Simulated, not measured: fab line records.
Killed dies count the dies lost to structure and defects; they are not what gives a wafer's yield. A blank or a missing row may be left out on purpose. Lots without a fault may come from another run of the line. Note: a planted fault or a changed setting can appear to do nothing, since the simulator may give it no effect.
fab line records    flow gf180mcu
record: lots: 12  wafers: 36  last-day: 33
route steps=602 shown DUAL_GATE@143 V2@403 M3@409
lots that met no fault: taken from a fault-free run of the same line
start-h: hours from the record's opening day to when the first of the lot's shown wafers began    wait-h: hours since the lot's step before    " unchanged from the row above    L1.1+2: one row covering several wafers at once    - no value, or no start was given    * or withheld: withheld    < > ~ a bound
route shown NAME@n: NAME is a module with steps in the file, n the number in the route of the first one    usual: average and standard deviation across the fault-free wafers    same: alike in all rows    chamber/n: place in a boat    sites: each site's reading    _std_site: their standard deviation    _edge_site: the outer-site mean with the inner-site mean subtracted    radius-mm: how far each site lies from the wafer's centre    mask NAME#n: copy n    behind: the tool/chamber that last shaped the wafer    hold: why the lot was held/for how many hours/how that ended    device: which transistor (n, p or np) failed to switch    end of line: at the end of the route, the tests of the same wafers    where a step has no rows: the recipe by itself    killed: not the wafer's yield, but the dies lost to structure and defects at the first sort    map: per-die view of a wafer (x killed, . not killed, _ where there is no die)
set.NAME: the setting that was run; set.NAME@STEP: the one run at that earlier step    model.NAME: the simulator's own value behind a step, which no gauge read
one table for each step of the route and one row for each wafer, over a sample of lots
services: the hour from which a tool's chamber was out of use, counted from the record's first day as start-h (under 0 if before that day), plus the number of hours and why
== steps ==
step: GF_DUAL_GATE_OXIDATION_02
recipe: temp-c: 900  ambient: O2  stabilise-s: 600  purge-s: 300  target-thk-a: 108.87  ox-time-s: 1602
usual: spike-tc-bottom-C: 917.0/1.1  spike-tc-centre-C: 900.8/1.1  spike-tc-lower-C: 901.1/1.3  spike-tc-top-C: 909.4/1.1  spike-tc-upper-C: 901.3/1.1  tube-center-temp-C: 900/0.079  tube_center_temp_C_max: 902.3/0.41  zone-power-upper-pct: 20.2/0.73
lot.wafer  tool        chamber  start-h  wait-h  spike-tc-bottom-C  spike-tc-centre-C  spike-tc-lower-C  spike-tc-top-C  spike-tc-upper-C  tube-center-temp-C  tube_center_temp_C_max  zone-power-upper-pct
L467.1     furnace-02  0        159.13   0.0     916.0              899.5              899.8             908.1           899.2             900.12              902.2                   19.1
L467.3     "           0        "        "       918.8              899.3              899.8             908.9           900.2             900.01              901.8                   19.2
L467.5     "           0        "        "       915.3              901.8              899.9             910.1           900.8             899.94              903.9                   18.7
L468.2     furnace-01  0        166.82   0.2     916.8              900.4              900.4             908.9           901.7             899.99              902.0                   21.0
L468.4     "           0        "        "       915.8              900.4              902.1             908.2           902.2             899.97              901.9                   20.8
L468.5     "           0        "        "       918.2              901.5              900.9             910.5           904.4             899.98              902.6                   20.7
L469.3     furnace-01  0        173.37   0.0     915.5              902.0              899.3             910.3           901.4             900.01              902.3                   20.8
L469.5     "           0        "        "       917.3              901.7              902.1             909.1           901.6             900.1               902.7                   21.0
L469.6     "           0        "        "       915.8              901.7              901.4             910.2           900.9             900.01              902.2                   20.7
L474.1     furnace-02  0        203.99   0.0     917.0              898.9              898.7             909.5           901.6             900                 901.9                   19.2
L474.2     "           0        "        "       917.1              899.4              900.9             908.1           900.8             900.01              902.8                   19.1
L474.4     "           0        "        "       918.3              899.8              901.2             909.3           902.5             900.16              903.1                   19.4
L475.2     furnace-01  0        212.96   0.6     918.8              900.5              901.1             910.0           903.1             899.99              902.1                   20.8
L475.5     "           0        "        "       916.0              899.3              900.3             910.6           900.2             899.96              901.9                   20.8
L475.6     "           0        "        "       916.1              902.9              902.4             908.3           900.8             899.95              902.1                   20.9
L479.1     furnace-02  0        242.27   1.0     912.1              894.2              897.0             903.7           898.8             895.98              897.8                   19.1
L479.2     "           0        "        "       914.5              895.8              895.7             904.1           898.4             895.98              898.0                   19.1
L479.5     "           0        "        "       914.6              895.7              896.0             904.3           897.6             895.9               898.3                   18.9
L481.1     furnace-02  0        251.79   0.0     912.5              896.6              896.0             906.2           896.7             895.9               898.5                   19.1
L481.4     "           0        "        "       913.4              897.7              898.4             905.1           899.3             895.98              898.5                   18.9
L481.5     "           0        "        "       914.3              895.3              897.1             905.0           899.2             895.96              898.4                   19.0
L483.2     furnace-01  0        266.85   1.1     916.8              901.0              902.6             911.3           902.6             899.99              902.8                   20.8
L483.3     "           0        "        "       915.5              902.2              902.0             911.1           900.0             899.95              902.9                   20.5
L483.6     "           0        "        "       916.6              900.4              901.2             908.8           901.5             899.97              901.7                   20.7
L484.2     furnace-01  0        272.70   1.2     916.1              899.8              901.7             910.2           900.0             899.94              902.1                   20.5
L484.4     "           0        "        "       916.7              902.0              901.2             908.8           901.1             900.03              902.5                   20.5
L484.5     "           0        "        "       915.4              900.3              900.4             909.1           901.0             899.93              901.7                   20.3
L485.1     furnace-01  0        279.02   0.6     916.4              899.5              902.5             909.7           901.5             899.95              902.0                   20.5
L485.2     "           0        "        "       915.0              901.3              901.5             909.1           900.6             900.14              902.4                   20.8
L485.3     "           0        "        "       916.2              899.3              900.2             909.9           900.8             899.95              902.1                   21.0
L487.2     furnace-01  0        295.96   0.0     916.3              898.2              902.3             910.3           900.2             899.83              902.0                   20.5
L487.4     "           0        "        "       917.8              900.4              900.4             909.1           901.8             899.88              901.9                   20.6
L487.5     "           0        "        "       915.1              901.1              901.1             909.1           901.0             900                 902.0                   20.4
L488.2     furnace-01  0        297.41   0.8     915.7              903.0              903.1             909.0           901.6             899.99              902.4                   20.4
L488.3     "           0        "        "       917.9              900.2              901.2             908.8           900.2             899.93              902.3                   20.6
L488.4     "           0        "        "       918.6              901.8              901.9             907.5           901.6             900.03              902.5                   20.6
step: GF_DUAL_GATE_THK_MEAS_03
recipe: reads: SiO2_of_DUAL_GATE_OXIDATION_02
usual: DUAL_GATE_OXIDATION_00_THK: 10.99/0.24
lot.wafer  tool           chamber  start-h  wait-h  DUAL_GATE_OXIDATION_00_THK[nm]
L467.1     film-metro-04  -        160.58   0.0     11.28
L467.3     "              -        "        "       11.13
L467.5     "              -        "        "       11.19
L468.2     film-metro-04  -        168.28   0.0     10.98
L468.4     "              -        "        "       11.30
L468.5     "              -        "        "       11.11
L469.3     film-metro-04  -        174.83   0.0     11.09
L469.5     "              -        "        "       10.85
L469.6     "              -        "        "       10.94
L474.1     film-metro-02  -        205.43   0.0     10.67
L474.2     "              -        "        "       10.64
L474.4     "              -        "        "       10.78
L475.2     film-metro-02  -        214.42   0.0     10.74
L475.5     "              -        "        "       10.89
L475.6     "              -        "        "       10.78
L479.1     film-metro-03  -        243.72   0.0     10.40
L479.2     "              -        "        "       10.28
L479.5     "              -        "        "       10.50
L481.1     film-metro-02  -        253.23   0.0     9.99
L481.4     "              -        "        "       9.95
L481.5     "              -        "        "       9.92
L483.2     film-metro-04  -        268.30   0.0     10.87
L483.3     "              -        "        "       10.93
L483.6     "              -        "        "       10.93
L484.2     film-metro-04  -        274.16   0.0     10.80
L484.4     "              -        "        "       10.93
L484.5     "              -        "        "       10.90
L485.1     film-metro-04  -        280.47   0.0     11.39
L485.2     "              -        "        "       11.41
L485.3     "              -        "        "       11.30
L487.2     film-metro-04  -        297.42   0.0     11.09
L487.4     "              -        "        "       11.08
L487.5     "              -        "        "       11.13
L488.2     film-metro-04  -        298.86   0.0     10.68
L488.3     "              -        "        "       10.75
L488.4     "              -        "        "       10.84
step: GF_V2_SPUTTER_21
recipe: material: Ti  target-thk-nm: 15  chamber-pressure-pa: 5  power-w: 2500  substrate-temp-c: 200  time-s: 80.02
usual: chamber-pressure-pa: 5.001/0.0092  substrate-temp-c: 200.02/0.15  throttle-valve-pct: 29.6/1.4
lot.wafer  tool            chamber  start-h  wait-h  chamber-pressure-pa  substrate-temp-c  throttle-valve-pct
L467.1     pvd-sputter-01  -        462.44   0.0     5.010                200.22            30.4
L467.3     "               -        "        "       5.009                199.94            28.5
L467.5     "               -        "        "       5.010                200.01            30.4
L468.2     pvd-sputter-01  -        472.38   0.0     5.015                199.87            31.2
L468.4     "               -        "        "       4.985                199.75            30.4
L468.5     "               -        "        "       4.989                199.97            30.6
L469.3     pvd-sputter-01  -        484.27   0.0     4.996                199.85            28.4
L469.5     "               -        "        "       4.999                199.97            31.1
L469.6     "               -        "        "       5.017                200.01            30.6
L474.1     pvd-sputter-01  -        524.33   0.0     5.004                200.15            30.4
L474.2     "               -        "        "       5.011                199.94            31.2
L474.4     "               -        "        "       4.996                199.60            27.5
L475.2     pvd-sputter-01  -        535.79   0.0     4.994                199.93            27.1
L475.5     "               -        "        "       4.997                199.81            30.5
L475.6     "               -        "        "       4.984                200.05            31.0
L479.1     pvd-sputter-01  -        572.97   0.0     4.995                200.19            28.7
L479.2     "               -        "        "       4.994                200.03            31.1
L479.5     "               -        "        "       5.011                199.97            28.4
L481.1     pvd-sputter-04  -        584.47   0.0     5.000                199.99            30.4
L481.4     "               -        "        "       4.988                200.23            29.5
L481.5     "               -        "        "       5.000                200.18            27.2
L483.2     pvd-sputter-01  -        601.65   0.0     4.978                200.09            28.7
L483.3     "               -        "        "       4.990                199.77            30.8
L483.6     "               -        "        "       5.015                199.99            31.0
L484.2     pvd-sputter-02  -        604.93   0.0     4.988                199.72            29.9
L484.4     "               -        "        "       5.009                200.05            30.4
L484.5     "               -        "        "       4.997                199.96            30.0
L485.1     pvd-sputter-01  -        612.60   0.0     5.004                199.84            28.6
L485.2     "               -        "        "       4.997                200.12            27.6
L485.3     "               -        "        "       5.001                199.88            30.6
L487.2     pvd-sputter-04  -        627.18   0.0     5.016                199.86            27.1
L487.4     "               -        "        "       4.994                200.10            30.6
L487.5     "               -        "        "       4.997                200.36            30.5
L488.2     pvd-sputter-02  -        632.40   0.0     5.003                200.11            30.0
L488.3     "               -        "        "       5.005                199.97            30.3
L488.4     "               -        "        "       5.000                200.01            29.8
step: GF_M3_SPUTTER_00
recipe: material: Ti  target-thk-nm: 37.5  arriving-ion-energy-ev: 80  substrate-temp-c: 200  chamber-pressure-pa: 2  power-w: 4000  time-s: 150
usual: chamber-pressure-pa: 2.000/0.0043  substrate-temp-c: 200.02/0.15  throttle-valve-pct: 29.9/0.97
lot.wafer  tool            chamber  start-h  wait-h  chamber-pressure-pa  substrate-temp-c  throttle-valve-pct
L467.1     pvd-sputter-02  -        463.13   0.2     2.003                199.84            30.7
L467.3     "               -        "        "       1.996                199.95            30.2
L467.5     "               -        "        "       1.992                199.75            29.7
L468.2     pvd-sputter-02  -        473.07   0.2     2.005                199.91            30.0
L468.4     "               -        "        "       2.004                200.29            30.5
L468.5     "               -        "        "       1.999                199.85            30.1
L469.3     pvd-sputter-02  -        484.96   0.1     1.998                200.09            29.9
L469.5     "               -        "        "       2.003                200.16            30.1
L469.6     "               -        "        "       1.999                199.86            29.5
L474.1     pvd-sputter-02  -        525.05   0.1     1.999                200.10            29.6
L474.2     "               -        "        "       2.004                200.04            30.3
L474.4     "               -        "        "       2.006                200.15            30.7
L475.2     pvd-sputter-01  -        536.48   0.1     2.009                199.98            30.7
L475.5     "               -        "        "       2.002                200.04            27.7
L475.6     "               -        "        "       2.005                200.10            30.7
L479.1     pvd-sputter-02  -        573.66   0.2     2.006                200.02            30.3
L479.2     "               -        "        "       2.004                200.08            30.6
L479.5     "               -        "        "       2.002                199.91            30.4
L481.1     pvd-sputter-03  -        585.16   0.1     1.995                200.04            30.6
L481.4     "               -        "        "       2.005                200.09            31.2
L481.5     "               -        "        "       1.994                199.71            28.8
L483.2     pvd-sputter-01  -        602.35   0.1     1.997                199.93            28.7
L483.3     "               -        "        "       1.999                200.03            27.4
L483.6     "               -        "        "       2.007                200.12            30.6
L484.2     pvd-sputter-03  -        605.62   0.1     2.000                200.26            28.9
L484.4     "               -        "        "       1.995                199.98            28.3
L484.5     "               -        "        "       1.999                200.12            28.9
L485.1     pvd-sputter-02  -        613.29   0.2     1.998                200.05            30.2
L485.2     "               -        "        "       1.993                200.06            29.9
L485.3     "               -        "        "       1.997                200.18            30.5
L487.2     pvd-sputter-02  -        628.30   0.1     1.994                200.04            30.5
L487.4     "               -        "        "       1.996                200.15            30.6
L487.5     "               -        "        "       2.006                200.10            30.4
L488.2     pvd-sputter-03  -        633.09   0.2     1.999                199.96            28.4
L488.3     "               -        "        "       1.998                199.97            30.9
L488.4     "               -        "        "       2.001                199.99            28.8
step: GF_M3_RS_MEAS_05
recipe: thk-meas-gauge: four-point-probe  reads: TiN_of_M3_SPUTTER_04+Ti_of_M3_SPUTTER_03+AlCu_of_M3_SPUTTER_02+TiN_of_M3_SPUTTER_01+Ti_of_M3_SPUTTER_00
usual: M3_ALCU_RS: 0.0693/0.00084
lot.wafer  tool           chamber  start-h  wait-h  M3_ALCU_RS[ohm/sq]
L467.1     film-metro-04  -        463.35   0.0     0.0693
L467.3     "              -        "        "       0.0703
L467.5     "              -        "        "       0.0702
L468.2     film-metro-04  -        473.31   0.0     0.0704
L468.4     "              -        "        "       0.0702
L468.5     "              -        "        "       0.0704
L469.3     film-metro-04  -        485.22   0.1     0.0703
L469.5     "              -        "        "       0.0703
L469.6     "              -        "        "       0.0701
L474.1     film-metro-04  -        525.29   0.0     0.0694
L474.2     "              -        "        "       0.0698
L474.4     "              -        "        "       0.0688
L475.2     film-metro-02  -        536.72   0.0     0.0706
L475.5     "              -        "        "       0.0711
L475.6     "              -        "        "       0.0708
L479.1     film-metro-04  -        573.88   0.0     0.0696
L479.2     "              -        "        "       0.0701
L479.5     "              -        "        "       0.0697
L481.1     film-metro-04  -        585.39   0.0     0.0677
L481.4     "              -        "        "       0.0686
L481.5     "              -        "        "       0.0693
L483.2     film-metro-02  -        602.59   0.0     0.0689
L483.3     "              -        "        "       0.0692
L483.6     "              -        "        "       0.0689
L484.2     film-metro-02  -        605.86   0.0     0.0685
L484.4     "              -        "        "       0.0675
L484.5     "              -        "        "       0.0683
L485.1     film-metro-02  -        613.51   0.0     0.0705
L485.2     "              -        "        "       0.0701
L485.3     "              -        "        "       0.0694
L487.2     film-metro-01  -        628.62   0.1     0.0701
L487.4     "              -        "        "       0.0689
L487.5     "              -        "        "       0.0690
L488.2     film-metro-02  -        633.35   0.0     0.0689
L488.3     "              -        "        "       0.0688
L488.4     "              -        "        "       0.0698
== services ==
tool            chamber  start-h  hours  kind
furnace-01      -        159.00   3.7    pm
furnace-01      -        179.51   6.5    pm
pvd-sputter-03  -        187.44   3.0    repair
pvd-sputter-03  -        229.58   0.8    repair
furnace-02      -        276.51   3.1    pm
furnace-01      -        292.05   3.8    pm
furnace-02      -        311.78   2.8    pm
pvd-sputter-01  -        314.78   1.2    repair
pvd-sputter-02  -        328.95   5.5    repair
pvd-sputter-02  -        401.15   5.3    repair
pvd-sputter-01  -        414.34   1.9    repair
pvd-sputter-03  -        417.67   23.2   repair
furnace-01      -        437.24   3.2    pm
furnace-01      -        441.95   3.1    pm
furnace-02      -        445.84   4.1    pm
furnace-01      -        451.07   3.2    repair
pvd-sputter-03  -        458.79   3.7    repair
pvd-sputter-02  -        532.31   4.7    repair
furnace-02      -        593.29   5.2    pm
furnace-01      -        605.24   3.2    pm
pvd-sputter-01  -        606.81   4.5    repair
furnace-02      -        609.80   29.0   repair
pvd-sputter-02  -        626.89   1.2    repair
pvd-sputter-01  -        631.56   5.4    repair
== key ==
first-sign: step: GF_DUAL_GATE_OXIDATION_02  reading: tube-center-temp-C  direction: down  sigmas: 45  usual: *  struck: *
effect: step: GF_DUAL_GATE_OXIDATION_02  reading: tube_center_temp_C_max  direction: down  sigmas: 10  usual: *  struck: *
effect: step: GF_DUAL_GATE_THK_MEAS_03  reading: DUAL_GATE_OXIDATION_00_THK  direction: down  sigmas: 3.5  usual: 10.99  struck: 10.17
met-at GF_DUAL_GATE_OXIDATION_02
struck-lots L479,L481
tester-left-out L479,L481
not-acting-at GF_V2_SPUTTER_21,GF_M3_SPUTTER_00,GF_M3_RS_MEAS_05
onset-between 203.99 242.27
fault: kind: process-parameter-drift  tool: furnace-02  chamber: -  onset-h: 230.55  steps: GF_DUAL_GATE_OXIDATION_02  channel: temp-c  offset: *  shape: step  end-h: 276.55  acts-in: *  stated: *
tester-left-out: of these lots the tester's yield and bins aren't shown, on N5 and GAA mostly nor the transistor test; their killed dies are dies lost to structure and defects alone, not to doping, threshold or leakage, so they don't give the yield
